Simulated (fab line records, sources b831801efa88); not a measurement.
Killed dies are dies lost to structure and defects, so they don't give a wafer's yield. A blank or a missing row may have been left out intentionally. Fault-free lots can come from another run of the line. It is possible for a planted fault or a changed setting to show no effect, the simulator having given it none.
A struck lot beside a sound one | flow sky130 | 14 out of 708 route steps
Sound: the wafers L449.1, L449.2, L449.3. Wafers struck: L447.2, L447.4, L447.5. At the end, the cause is stated.
At each step with rows: each side's tool, then ch and its chambers, then its first start. Under that, the readings that differ: sound wafers | struck wafers | difference of the means | sigmas: that difference in standard deviations of wafers without a fault.
alike: readings whose means differ by less than 2 such deviations, and words and numbers that are the same on both sides. not compared: withheld readings, readings that some wafer has no value for, bounds like >300 that may hide the same value, and numbers for which the record gives no deviation and whose values overlap.
Wherever a step has rows on one side only, a row that says differs or no value, or a row with sigmas, the two part there. Non-overlapping numbers with no deviation appear without sigmas and do not part them. A reading missing from all wafers of one side parts the sides only when that side holds two or more wafers.

SKY_VIA3_STRIP_16: strips in O2/N2.
  sound on plasma-asher-03 ch 0,1, day 45 21:10; struck on plasma-asher-03 ch 0,1, day 45 05:37
  alike: drypump-motor-current-A, oes-product-au, strip-time-to-endpoint-s
  not compared: rf-hours-counter-h
then, 5 steps without rows for these wafers: SKY_VIA3_STRIP_17 (strips in post etch residue remover, time 1200 s); SKY_VIA3_CLEAN_18 (cleans in IPA, time 180 s); SKY_VIA3_CLEAN_19 (cleans in O3/DIW); SKY_VIA3_SPUTTER_20 (material TiN, target thk 20 nm, time 80 s); SKY_VIA3_CVD_21 (deposits W, target thk 390 nm, time 117.31 s).
SKY_VIA3_RS_MEAS_22: measures by four-point-probe.
  struck on film-metro-02, day 45 06:30; sound on film-metro-02, day 45 22:03
  alike: VIA3_W_RS
SKY_VIA3_THK_MEAS_23: measures by xrf.
  struck on film-metro-02, day 45 06:37; sound on film-metro-02, day 45 22:10
  alike: VIA3_W_THK
SKY_VIA3_CMP_24: polishes, stops on SiO2, t overpolish 20 s, target thk 0 nm.
  sound on cmp-02 ch 0,1,2, day 45 22:17; struck on cmp-01 ch 0,3, day 45 06:43
  alike: motor-current-A, overpolish-run-s, slurry-filter-dp-kPa, time-to-endpoint-s
SKY_METAL4_SPUTTER_00: material Ti, target thk 15 nm, time 10 s.
  struck on pvd-sputter-01, day 45 06:58; sound on pvd-sputter-04, day 45 22:32
  alike: cathode-dc-power-W, chamber-pressure-pa, throttle-valve-pct
then, 1 step without rows for these wafers: SKY_METAL4_SPUTTER_01 (material TiN, target thk 20 nm, time 16.7 s).
SKY_METAL4_SPUTTER_02: material AlCu, target thk 735 nm, time 39.1 s.
  struck on pvd-sputter-01, day 45 07:01; sound on pvd-sputter-04, day 45 22:35
  alike: cathode-dc-power-W, chamber-pressure-pa, throttle-valve-pct
SKY_METAL4_SPUTTER_03: material Ti, target thk 5 nm, time 3.3 s.
  struck on pvd-sputter-01, day 45 07:03; sound on pvd-sputter-04, day 45 22:37
  no value came back on the struck wafers for cathode-dc-power-W (W), chamber-pressure-pa (Pa), throttle-valve-pct (%); on the sound wafers cathode-dc-power-W (W) reads 2999.9 3000.4 2999.6
SKY_METAL4_SPUTTER_04: material TiN, target thk 70 nm, time 58.3 s.
  struck on pvd-sputter-01, day 45 07:04; sound on pvd-sputter-04, day 45 22:38
  alike: cathode-dc-power-W, chamber-pressure-pa, throttle-valve-pct

## WHERE THEY PART
Only at SKY_METAL4_SPUTTER_03, within this record. Later steps at which nothing parts them and some readings are alike: SKY_METAL4_SPUTTER_04.

WHY: whatever the simulator had introduced
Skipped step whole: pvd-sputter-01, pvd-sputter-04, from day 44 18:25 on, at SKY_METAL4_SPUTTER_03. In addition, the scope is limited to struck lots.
